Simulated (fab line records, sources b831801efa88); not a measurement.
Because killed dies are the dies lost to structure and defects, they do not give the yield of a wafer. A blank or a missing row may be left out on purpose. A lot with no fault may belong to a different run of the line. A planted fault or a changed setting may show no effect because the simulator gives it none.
fab line records -- flow gf180mcu -- part 1 of 2: steps 1 to 42 of 43
record: lots: 6, wafers: 18, lastDay: 33
route steps=602 shown V5@556 TOP_METAL@567 PASSIVATION@587
lots untouched by any fault: they come from a run of this same line in which no faults occurred
startH: hours from the record's opening day to when the first of the lot's shown wafers began -- waitH: time in hours since the lot's previous step -- " unchanged from the row above -- L1.1+2: one row covering several wafers at once -- - no value, or no start given -- * or withheld: withheld -- < > ~ a bound
route shown NAME@n: NAME is a module with steps in the file, n the number in the route of the first one -- usual: mean and standard deviation over wafers with no fault -- same: alike in all rows -- chamber/n: place in a boat -- sites: per-site readings -- _std_site: the standard deviation of these -- _edge_site: the outer-site mean with the inner-site mean subtracted -- radiusMm: how far each site lies from the wafer's centre -- mask NAME#n: copy n -- behind: the last tool/chamber to shape the wafer -- hold: reason for holding the lot/hours on hold/outcome of the hold -- device: the transistor (n, p or np) that didn't switch -- end of line: at the end of the route, the tests of the same wafers -- where a step has no rows: the recipe by itself -- killed: dies that structure and defects cost at the first sort, which is not the same as the wafer's yield -- map: dies across one wafer; x = killed, . = not, _ = none there
set.NAME: setting as actually run; set.NAME@STEP: the setting as run at that earlier step -- model.NAME: the simulator's own value behind a step, which no gauge read
lots at selected steps of the route; one table per step, one row per wafer
services: from which hour (startH, from the record's first day; less than 0 if before it) a tool's chamber was out of use, for how many hours, and why
== steps ==
step: GF_V5_ETCH_16
recipe: chemistry: N2/H2, targetDepthA: withheld, overetchA: withheld, timeS: withheld, target: BARC, ionEnergyEv: 204.9, sourceW: 500, biasW: 100, pressureMtorr: 30, n2FlowSccm: 100, h2FlowSccm: 200
usual: drypumpMotorCurrentA: 5.6/0.4, h2FlowSccm: 199.9/0.64, oesProductAu: 0.854/0.0049, throttleValvePct: 13.225/0.0088
lot.wafer,tool,chamber,startH,waitH,drypumpMotorCurrentA,h2FlowSccm,oesProductAu,throttleValvePct
L389.2,rieDiel-02,1,670.20,0.0,5.7,200.1,0.850,13.228
L389.3,rieDiel-02,3,670.20,0.0,4.7,200.6,0.846,13.221
L389.5,rieDiel-02,1,670.20,0.0,5.7,199.5,0.855,13.212
L390.1,rieDiel-01,1,673.98,0.0,5.6,199.1,0.859,13.216
L390.5,rieDiel-01,1,673.98,0.0,5.6,199.8,0.862,13.221
L390.6,rieDiel-01,0,673.98,0.0,5.8,199.6,0.859,13.229
L396.2,rieDiel-04,3,734.67,0.0,5.4,198.8,0.852,13.226
L396.3,rieDiel-04,0,734.67,0.0,5.5,199.7,0.855,13.225
L396.5,rieDiel-04,0,734.67,0.0,5.6,199.3,0.847,13.235
L399.1,rieDiel-04,0,745.89,0.0,5.5,199.7,0.850,13.224
L399.3,rieDiel-04,1,745.89,0.0,6.3,198.9,0.851,13.245
L399.5,rieDiel-04,0,745.89,0.0,5.5,200.2,0.853,13.230
L400.2,rieDiel-02,2,750.94,0.0,5.5,199.8,0.852,13.228
L400.3,rieDiel-02,1,750.94,0.0,5.7,199.9,0.862,13.211
L400.4,rieDiel-02,0,750.94,0.0,6.0,199.4,0.855,13.216
L402.2,rieDiel-02,3,763.05,0.0,4.7,199.2,0.849,13.219
L402.4,rieDiel-02,2,763.05,0.0,5.5,198.8,0.855,13.217
L402.5,rieDiel-02,2,763.05,0.0,5.5,198.6,0.853,13.229
step: GF_V5_ETCH_17
recipe: chemistry: C4F8/O2/Ar, maskMaterial: KrF, target: SiO2, stopOn: TiN, sourceW: 1500, biasW: 1200, pressureMtorr: 40, c4f8FlowSccm: withheld, O2_flow_sccm: 6, Ar_flow_sccm: 300, timeS: withheld, targetDepthA: 8550
step: GF_V5_STRIP_18
recipe: chemistry: O2/N2, powerW: 1400, pressureMtorr: 1500, platenTempC: 250, o2FlowSccm: 3000, n2FlowSccm: 300, overashFraction: 0.5
usual: drypumpMotorCurrentA: 5.6/0.38, heaterPowerW: 340/44, oesProductAu: 0.568/0.0052
lot.wafer,tool,chamber,startH,waitH,drypumpMotorCurrentA,heaterPowerW,oesProductAu,rfHoursCounterH
L389.2,plasmaAsher-03,1,670.35,-,6.3,352,0.565,91
L389.3,plasmaAsher-03,0,670.35,-,5.5,369,0.562,-
L389.5,plasmaAsher-03,0,670.35,-,5.5,356,0.570,-
L390.1,plasmaAsher-01,1,674.21,-,5.0,415,0.565,56
L390.5,plasmaAsher-01,0,674.21,-,5.6,329,0.566,-
L390.6,plasmaAsher-01,1,674.21,-,5.1,413,0.578,-
L396.2,plasmaAsher-02,1,734.82,-,5.5,268,0.565,27
L396.3,plasmaAsher-02,1,734.82,-,5.5,255,0.567,-
L396.5,plasmaAsher-02,1,734.82,-,5.5,256,0.568,-
L399.1,plasmaAsher-03,1,746.05,-,6.3,344,0.573,101
L399.3,plasmaAsher-03,0,746.05,-,5.5,369,0.576,-
L399.5,plasmaAsher-03,1,746.05,-,6.3,353,0.564,-
L400.2,plasmaAsher-01,1,751.10,-,5.1,425,0.579,65
L400.3,plasmaAsher-01,0,751.10,-,5.6,321,0.577,-
L400.4,plasmaAsher-01,1,751.10,-,5.1,420,0.572,-
L402.2,plasmaAsher-03,0,763.20,-,5.5,366,0.566,102
L402.4,plasmaAsher-03,1,763.20,-,6.3,353,0.566,-
L402.5,plasmaAsher-03,1,763.20,-,6.3,351,0.567,-
step: GF_V5_STRIP_19
recipe: chemistry: postEtchResidueRemover, timeS: 1200, tempC: 72.5
step: GF_V5_CLEAN_20
recipe: chemistry: DIW, dry: n2Spin
step: GF_V5_SPUTTER_21
recipe: material: Ti, targetThkNm: 15, chamberPressurePa: 5, powerW: 2500, substrateTempC: 200, timeS: 80.02
step: GF_V5_SPUTTER_22
recipe: material: TiN, targetThkNm: 10, chamberPressurePa: 5, powerW: 4000, timeS: 40
step: GF_V5_CVD_23
recipe: material: W, targetThkNm: 350, timeS: 104.9, tempC: 400, pressureTorr: 40
step: GF_V5_RS_MEAS_24
recipe: thkMeasGauge: four-point-probe, reads: W_of_V5_CVD_23+TiN_of_V5_SPUTTER_22+Ti_of_V5_SPUTTER_21
usual: V5_W_RS: 0.327/0.0061
lot.wafer,tool,chamber,startH,waitH,V5_W_RS[ohm/sq]
L389.2,filmMetro-02,-,671.13,0.1,0.336
L389.3,filmMetro-02,-,671.13,0.1,0.334
L389.5,filmMetro-02,-,671.13,0.1,0.331
L390.1,filmMetro-02,-,674.99,0.1,0.319
L390.5,filmMetro-02,-,674.99,0.1,0.324
L390.6,filmMetro-02,-,674.99,0.1,0.329
L396.2,filmMetro-02,-,735.59,0.1,0.330
L396.3,filmMetro-02,-,735.59,0.1,0.325
L396.5,filmMetro-02,-,735.59,0.1,0.326
L399.1,filmMetro-01,-,746.86,0.1,0.311
L399.3,filmMetro-01,-,746.86,0.1,0.311
L399.5,filmMetro-01,-,746.86,0.1,0.321
L400.2,filmMetro-02,-,751.89,0.1,0.327
L400.3,filmMetro-02,-,751.89,0.1,0.328
L400.4,filmMetro-02,-,751.89,0.1,0.336
L402.2,filmMetro-02,-,764.00,0.1,0.323
L402.4,filmMetro-02,-,764.00,0.1,0.325
L402.5,filmMetro-02,-,764.00,0.1,0.315
step: GF_V5_THK_MEAS_25
recipe: thkMeasGauge: xrf, reads: W_of_V5_CVD_23
usual: V5_W_THK: 349/7
lot.wafer,tool,chamber,startH,waitH,V5_W_THK[nm]
L389.2,filmMetro-02,-,671.24,0.1,334
L389.3,filmMetro-02,-,671.24,0.1,340
L389.5,filmMetro-02,-,671.24,0.1,339
L390.1,filmMetro-02,-,675.11,0.1,359
L390.5,filmMetro-02,-,675.11,0.1,355
L390.6,filmMetro-02,-,675.11,0.1,346
L396.2,filmMetro-02,-,735.70,0.1,339
L396.3,filmMetro-02,-,735.70,0.1,346
L396.5,filmMetro-02,-,735.70,0.1,343
L399.1,filmMetro-01,-,746.98,0.1,367
L399.3,filmMetro-01,-,746.98,0.1,366
L399.5,filmMetro-01,-,746.98,0.1,357
L400.2,filmMetro-02,-,752.00,0.1,349
L400.3,filmMetro-02,-,752.00,0.1,348
L400.4,filmMetro-02,-,752.00,0.1,341
L402.2,filmMetro-02,-,764.11,0.1,355
L402.4,filmMetro-02,-,764.11,0.1,352
L402.5,filmMetro-02,-,764.11,0.1,363
step: GF_V5_CMP_26
recipe: stopOn: SiO2, downForcePsi: 3.5, platenRpm: 60, tOverpolishS: 14.49, targetThkNm: 0, padVelocityMS: 0.94248
step: GF_TOP_METAL_SPUTTER_00
recipe: material: Ti, targetThkNm: 37.5, arrivingIonEnergyEv: 80, substrateTempC: 200, chamberPressurePa: 2, powerW: 4000, timeS: 150
usual: substrateTempC: 199.96/0.17, throttleValvePct: 30.6/0.95
same: timeS: 150
lot.wafer,tool,chamber,startH,waitH,substrateTempC,throttleValvePct
L389.2,pvdSputter-01,-,671.59,0.1,199.95,29.0
L389.3,pvdSputter-01,-,671.59,0.1,200.33,30.3
L389.5,pvdSputter-01,-,671.59,0.1,200.06,29.0
L390.1,pvdSputter-03,-,676.09,0.1,199.93,30.4
L390.5,pvdSputter-03,-,676.09,0.1,199.64,30.1
L390.6,pvdSputter-03,-,676.09,0.1,199.79,31.7
L396.2,pvdSputter-03,-,736.05,0.1,199.86,30.3
L396.3,pvdSputter-03,-,736.05,0.1,199.82,30.4
L396.5,pvdSputter-03,-,736.05,0.1,199.79,32.2
L399.1,pvdSputter-03,-,747.34,0.1,199.87,29.9
L399.3,pvdSputter-03,-,747.34,0.1,200.13,30.4
L399.5,pvdSputter-03,-,747.34,0.1,200.12,31.9
L400.2,pvdSputter-01,-,753.34,0.1,200.12,28.9
L400.3,pvdSputter-01,-,753.34,0.1,199.97,29.0
L400.4,pvdSputter-01,-,753.34,0.1,200.16,30.4
L402.2,pvdSputter-01,-,764.46,0.1,200.13,30.4
L402.4,pvdSputter-01,-,764.46,0.1,200.08,30.7
L402.5,pvdSputter-01,-,764.46,0.1,199.83,30.7
step: GF_TOP_METAL_SPUTTER_01
recipe: material: TiN, targetThkNm: 30, powerW: 6500, timeS: 25, chamberPressurePa: 0.4
usual: throttleValvePct: 30.6/0.95
same: timeS: 25
lot.wafer,tool,chamber,startH,waitH,throttleValvePct
L389.2,pvdSputter-01,-,671.69,0.1,28.8
L389.3,pvdSputter-01,-,671.69,0.1,30.4
L389.5,pvdSputter-01,-,671.69,0.1,29.2
L390.1,pvdSputter-03,-,676.19,0.1,30.2
L390.5,pvdSputter-03,-,676.19,0.1,30.1
L390.6,pvdSputter-03,-,676.19,0.1,32.1
L396.2,pvdSputter-03,-,736.15,0.1,30.2
L396.3,pvdSputter-03,-,736.15,0.1,30.1
L396.5,pvdSputter-03,-,736.15,0.1,32.1
L399.1,pvdSputter-03,-,747.44,0.1,29.8
L399.3,pvdSputter-03,-,747.44,0.1,30.5
L399.5,pvdSputter-03,-,747.44,0.1,31.9
L400.2,pvdSputter-01,-,753.44,0.1,29.0
L400.3,pvdSputter-01,-,753.44,0.1,28.8
L400.4,pvdSputter-01,-,753.44,0.1,30.4
L402.2,pvdSputter-01,-,764.56,0.1,30.4
L402.4,pvdSputter-01,-,764.56,0.1,30.6
L402.5,pvdSputter-01,-,764.56,0.1,30.1
step: GF_TOP_METAL_SPUTTER_02
recipe: material: AlCu, targetThkNm: 900, powerW: 10600, chamberPressurePa: 0.3, substrateTempC: 250, gas: Ar, timeS: 47.82
step: GF_TOP_METAL_SPUTTER_03
recipe: material: Ti, targetThkNm: 5, substrateTempC: 300, chamberPressurePa: 0.3, powerW: 3000, timeS: 3.3
step: GF_TOP_METAL_SPUTTER_04
recipe: material: TiN, targetThkNm: 25, powerW: 6500, timeS: 20.8, chamberPressurePa: 0.4
step: GF_TOP_METAL_RS_MEAS_05
recipe: thkMeasGauge: four-point-probe, reads: TiN_of_TOP_METAL_SPUTTER_04+Ti_of_TOP_METAL_SPUTTER_03+AlCu_of_TOP_METAL_SPUTTER_02+TiN_of_TOP_METAL_SPUTTER_01+Ti_of_TOP_METAL_SPUTTER_00
usual: TOP_METAL_ALCU_RS: 0.0327/0.00048
lot.wafer,tool,chamber,startH,waitH,TOP_METAL_ALCU_RS[ohm/sq]
L389.2,filmMetro-03,-,671.83,0.0,0.0324
L389.3,filmMetro-03,-,671.83,0.0,0.0328
L389.5,filmMetro-03,-,671.83,0.0,0.0325
L390.1,filmMetro-03,-,676.31,0.0,0.0326
L390.5,filmMetro-03,-,676.31,0.0,0.0327
L390.6,filmMetro-03,-,676.31,0.0,0.0321
L396.2,filmMetro-02,-,736.29,0.0,0.0334
L396.3,filmMetro-02,-,736.29,0.0,0.0332
L396.5,filmMetro-02,-,736.29,0.0,0.0326
L399.1,filmMetro-02,-,747.56,0.0,0.0326
L399.3,filmMetro-02,-,747.56,0.0,0.0324
L399.5,filmMetro-02,-,747.56,0.0,0.0319
L400.2,filmMetro-03,-,753.58,0.0,0.0322
L400.3,filmMetro-03,-,753.58,0.0,0.0323
L400.4,filmMetro-03,-,753.58,0.0,0.0330
L402.2,filmMetro-04,-,764.70,0.0,0.0335
L402.4,filmMetro-04,-,764.70,0.0,0.0333
L402.5,filmMetro-04,-,764.70,0.0,0.0336
step: GF_TOP_METAL_THK_MEAS_06
recipe: thkMeasGauge: xrf, reads: AlCu_of_TOP_METAL_SPUTTER_02
usual: TOP_METAL_ALCU_THK: 905/14
lot.wafer,tool,chamber,startH,waitH,TOP_METAL_ALCU_THK[nm]
L389.2,filmMetro-03,-,671.94,0.1,911
L389.3,filmMetro-03,-,671.94,0.1,904
L389.5,filmMetro-03,-,671.94,0.1,908
L390.1,filmMetro-03,-,676.43,0.1,910
L390.5,filmMetro-03,-,676.43,0.1,905
L390.6,filmMetro-03,-,676.43,0.1,925
L396.2,filmMetro-02,-,736.40,0.1,894
L396.3,filmMetro-02,-,736.40,0.1,895
L396.5,filmMetro-02,-,736.40,0.1,913
L399.1,filmMetro-02,-,747.68,0.1,910
L399.3,filmMetro-02,-,747.68,0.1,916
L399.5,filmMetro-02,-,747.68,0.1,927
L400.2,filmMetro-03,-,753.69,0.1,906
L400.3,filmMetro-03,-,753.69,0.1,906
L400.4,filmMetro-03,-,753.69,0.1,891
L402.2,filmMetro-04,-,764.81,0.1,895
L402.4,filmMetro-04,-,764.81,0.1,899
L402.5,filmMetro-04,-,764.81,0.1,890
step: GF_TOP_METAL_DEHYDRATE_07
recipe: tempC: 200, timeS: 60
step: GF_TOP_METAL_HMDS_08
recipe: primeTimeS: 60, primeTempC: 120
step: GF_TOP_METAL_COAT_09
recipe: resist: NOVOLAK, spinRpm: 3000, resistThkNm: 1500
step: GF_TOP_METAL_SOFTBAKE_10
recipe: tempC: 90, timeS: 60, resist: NOVOLAK
step: GF_TOP_METAL_EXPOSE_11
recipe: maskId: MetalTop, targetCdNm: 440, na: 0.6, sourceShape: conventional, sigmaOuter: 0.6, doseMj: 170
step: GF_TOP_METAL_PEB_12
recipe: tempC: withheld, timeS: *, resist: NOVOLAK
step: GF_TOP_METAL_DEVELOP_13
recipe: developTimeS: 60, devTempC: 23
step: GF_TOP_METAL_CD_MEAS_14
recipe: targetCdNm: 440
usual: cdNm: 439.5/1.9
lot.wafer,tool,chamber,startH,waitH,cdNm
L389.2,cdSem-02,-,689.46,0.1,438.7
L389.3,cdSem-02,-,689.46,0.1,440.5
L389.5,cdSem-02,-,689.46,0.1,440.2
L390.1,cdSem-02,-,695.40,0.2,441.0
L390.5,cdSem-02,-,695.40,0.2,440.4
L390.6,cdSem-02,-,695.40,0.2,440.5
L396.2,cdSem-01,-,753.43,0.2,444.1
L396.3,cdSem-01,-,753.43,0.2,441.3
L396.5,cdSem-01,-,753.43,0.2,439.7
L399.1,cdSem-02,-,763.50,0.1,437.4
L399.3,cdSem-02,-,763.50,0.1,436.1
L399.5,cdSem-02,-,763.50,0.1,438.9
L400.2,cdSem-02,-,769.96,0.1,441.3
L400.3,cdSem-02,-,769.96,0.1,439.1
L400.4,cdSem-02,-,769.96,0.1,439.9
L402.2,cdSem-01,-,780.72,0.1,440.5
L402.4,cdSem-01,-,780.72,0.1,439.1
L402.5,cdSem-01,-,780.72,0.1,438.4
step: GF_TOP_METAL_OVL_MEAS_15
usual: TOP_METAL_OVL: 0.0/1.2
lot.wafer,tool,chamber,startH,waitH,TOP_METAL_OVL[nm]
L389.2,overlay-02,-,689.57,0.1,-1.2
L389.3,overlay-02,-,689.57,0.1,-1.1
L389.5,overlay-02,-,689.57,0.1,-0.1
L390.1,overlay-01,-,695.52,0.1,0.4
L390.5,overlay-01,-,695.52,0.1,-0.3
L390.6,overlay-01,-,695.52,0.1,0.1
L396.2,overlay-01,-,753.53,0.1,0.2
L396.3,overlay-01,-,753.53,0.1,1.1
L396.5,overlay-01,-,753.53,0.1,-0.1
L399.1,overlay-02,-,763.62,0.1,-0.4
L399.3,overlay-02,-,763.62,0.1,-0.5
L399.5,overlay-02,-,763.62,0.1,1.1
L400.2,overlay-02,-,770.07,0.1,0.8
L400.3,overlay-02,-,770.07,0.1,-0.1
L400.4,overlay-02,-,770.07,0.1,-0.8
L402.2,overlay-01,-,780.82,0.1,-2.0
L402.4,overlay-01,-,780.82,0.1,0.9
L402.5,overlay-01,-,780.82,0.1,0.6
step: GF_TOP_METAL_METAL_ETCH_16
recipe: chemistry: Cl2/BCl3, maskMaterial: NOVOLAK, targetDepthNm: 1197, stopOn: SiO2, pressureMtorr: 8, icpW: 800, biasW: 140, Cl2_flow_sccm: 80, bcl3FlowSccm: 40, timeS: 199.5
step: GF_TOP_METAL_STRIP_17
recipe: chemistry: O2/N2, powerW: 1400, pressureMtorr: 1500, platenTempC: 250, o2FlowSccm: 3000, n2FlowSccm: 300, overashFraction: 0.5
usual: drypumpMotorCurrentA: 5.7/0.42, heaterPowerW: 361/27, oesProductAu: 0.710/0.0043, stripTimeToEndpointS: 12.90/0.13
lot.wafer,tool,chamber,startH,waitH,drypumpMotorCurrentA,heaterPowerW,oesProductAu,rfHoursCounterH,stripTimeToEndpointS
L389.2,plasmaAsher-03,1,689.79,0.1,6.3,347,0.711,94,12.87
L389.3,plasmaAsher-03,0,689.79,0.1,5.5,357,0.702,-,12.87
L389.5,plasmaAsher-03,0,689.79,0.1,5.5,347,0.707,-,12.85
L390.1,plasmaAsher-01,1,695.74,0.1,5.1,404,0.717,59,12.90
L390.5,plasmaAsher-01,0,695.74,0.1,5.6,328,0.712,-,12.82
L390.6,plasmaAsher-01,1,695.74,0.1,5.1,409,0.703,-,12.80
L396.2,plasmaAsher-03,1,753.95,0.3,6.3,347,0.711,101,13.01
L396.3,plasmaAsher-03,1,753.95,0.3,6.3,349,0.707,-,12.89
L396.5,plasmaAsher-03,0,753.95,0.3,5.5,363,0.716,-,12.93
L399.1,plasmaAsher-04,0,763.84,0.1,5.5,362,0.715,2,12.83
L399.3,plasmaAsher-04,1,763.84,0.1,5.9,356,0.709,-,12.81
L399.5,plasmaAsher-04,0,763.84,0.1,5.5,360,0.705,-,12.77
L400.2,plasmaAsher-03,0,770.29,0.1,5.5,364,0.712,103,12.91
L400.3,plasmaAsher-03,0,770.29,0.1,5.5,362,0.710,-,12.81
L400.4,plasmaAsher-03,1,770.29,0.1,6.3,355,0.703,-,12.93
L402.2,plasmaAsher-03,1,781.04,0.1,6.3,352,0.710,104,12.95
L402.4,plasmaAsher-03,0,781.04,0.1,5.5,364,0.707,-,12.97
L402.5,plasmaAsher-03,0,781.04,0.1,5.5,365,0.712,-,13.00
step: GF_TOP_METAL_STRIP_18
recipe: chemistry: postEtchResidueRemover, timeS: 1200, tempC: 72.5
step: GF_TOP_METAL_CLEAN_19
recipe: chemistry: DIW, dry: n2Spin
step: GF_PASSIVATION_CVD_00
recipe: material: SiO2, targetThkNm: 1000, precursor: TEOS, tempC: 400, timeS: 111.95, rfW: 600
step: GF_PASSIVATION_THK_MEAS_01
recipe: reads: SiO2_of_PASSIVATION_CVD_00
usual: PASSIVATION_CVD_00_THK: 1000/17
lot.wafer,tool,chamber,startH,waitH,PASSIVATION_CVD_00_THK[nm]
L389.2,filmMetro-03,-,690.42,0.0,979
L389.3,filmMetro-03,-,690.42,0.0,997
L389.5,filmMetro-03,-,690.42,0.0,1011
L390.1,filmMetro-03,-,696.36,0.0,993
L390.5,filmMetro-03,-,696.36,0.0,1003
L390.6,filmMetro-03,-,696.36,0.0,1005
L396.2,filmMetro-02,-,754.61,0.0,988
L396.3,filmMetro-02,-,754.61,0.0,995
L396.5,filmMetro-02,-,754.61,0.0,1038
L399.1,filmMetro-03,-,764.49,0.0,987
L399.3,filmMetro-03,-,764.49,0.0,1001
L399.5,filmMetro-03,-,764.49,0.0,1023
L400.2,filmMetro-03,-,770.92,0.0,1021
L400.3,filmMetro-03,-,770.92,0.0,1008
L400.4,filmMetro-03,-,770.92,0.0,1015
L402.2,filmMetro-02,-,781.70,0.0,970
L402.4,filmMetro-02,-,781.70,0.0,974
L402.5,filmMetro-02,-,781.70,0.0,1004
step: GF_PASSIVATION_CVD_02
recipe: material: Si3N4, targetThkNm: 700, timeS: 486.18, tempC: 400, rfW: 450
usual: heaterPowerW: 669/73
same: timeS: 486.18
lot.wafer,tool,chamber,startH,waitH,heaterPowerW
L389.2,pecvd-04,2,690.47,0.0,651
L389.3,pecvd-04,1,690.47,0.0,706
L389.5,pecvd-04,0,690.47,0.0,764
L390.1,pecvd-03,0,696.42,0.1,730
L390.5,pecvd-03,0,696.42,0.1,600
L390.6,pecvd-03,1,696.42,0.1,656
L396.2,pecvd-01,1,754.66,0.0,760
L396.3,pecvd-01,2,754.66,0.0,549
L396.5,pecvd-01,0,754.66,0.0,589
L399.1,pecvd-03,0,764.55,0.1,742
L399.3,pecvd-03,2,764.55,0.1,679
L399.5,pecvd-03,1,764.55,0.1,647
L400.2,pecvd-01,0,770.97,0.0,605
L400.3,pecvd-01,1,770.97,0.0,731
L400.4,pecvd-01,2,770.97,0.0,510
L402.2,pecvd-03,2,781.75,0.0,643
L402.4,pecvd-03,0,781.75,0.0,677
L402.5,pecvd-03,1,781.75,0.0,660
step: GF_PASSIVATION_THK_MEAS_03
recipe: reads: Si3N4_of_PASSIVATION_CVD_02
usual: PASSIVATION_CVD_02_THK: 701/12
lot.wafer,tool,chamber,startH,waitH,PASSIVATION_CVD_02_THK[nm]
L389.2,filmMetro-01,-,690.77,0.2,708
L389.3,filmMetro-01,-,690.77,0.2,708
L389.5,filmMetro-01,-,690.77,0.2,701
L390.1,filmMetro-01,-,696.70,0.1,698
L390.5,filmMetro-01,-,696.70,0.1,704
L390.6,filmMetro-01,-,696.70,0.1,704
L396.2,filmMetro-01,-,754.95,0.2,711
L396.3,filmMetro-01,-,754.95,0.2,686
L396.5,filmMetro-01,-,754.95,0.2,697
L399.1,filmMetro-03,-,764.83,0.1,702
L399.3,filmMetro-03,-,764.83,0.1,691
L399.5,filmMetro-03,-,764.83,0.1,705
L400.2,filmMetro-03,-,771.27,0.2,688
L400.3,filmMetro-03,-,771.27,0.2,706
L400.4,filmMetro-03,-,771.27,0.2,704
L402.2,filmMetro-01,-,782.04,0.2,699
L402.4,filmMetro-01,-,782.04,0.2,708
L402.5,filmMetro-01,-,782.04,0.2,708
step: GF_PASSIVATION_DEHYDRATE_04
recipe: tempC: 200, timeS: 60
step: GF_PASSIVATION_HMDS_05
recipe: primeTimeS: 60, primeTempC: 120
step: GF_PASSIVATION_COAT_06
recipe: spinRpm: 2000, resistThkNm: 4000
step: GF_PASSIVATION_SOFTBAKE_07
recipe: tempC: 110, timeS: withheld
step: GF_PASSIVATION_EXPOSE_08
recipe: maskId: Pad, targetCdNm: 40000, na: 0.57, doseMj: 310
step: GF_PASSIVATION_PEB_09
recipe: tempC: 115, timeS: withheld
step: GF_PASSIVATION_DEVELOP_10
recipe: developTimeS: 60, devTempC: 23
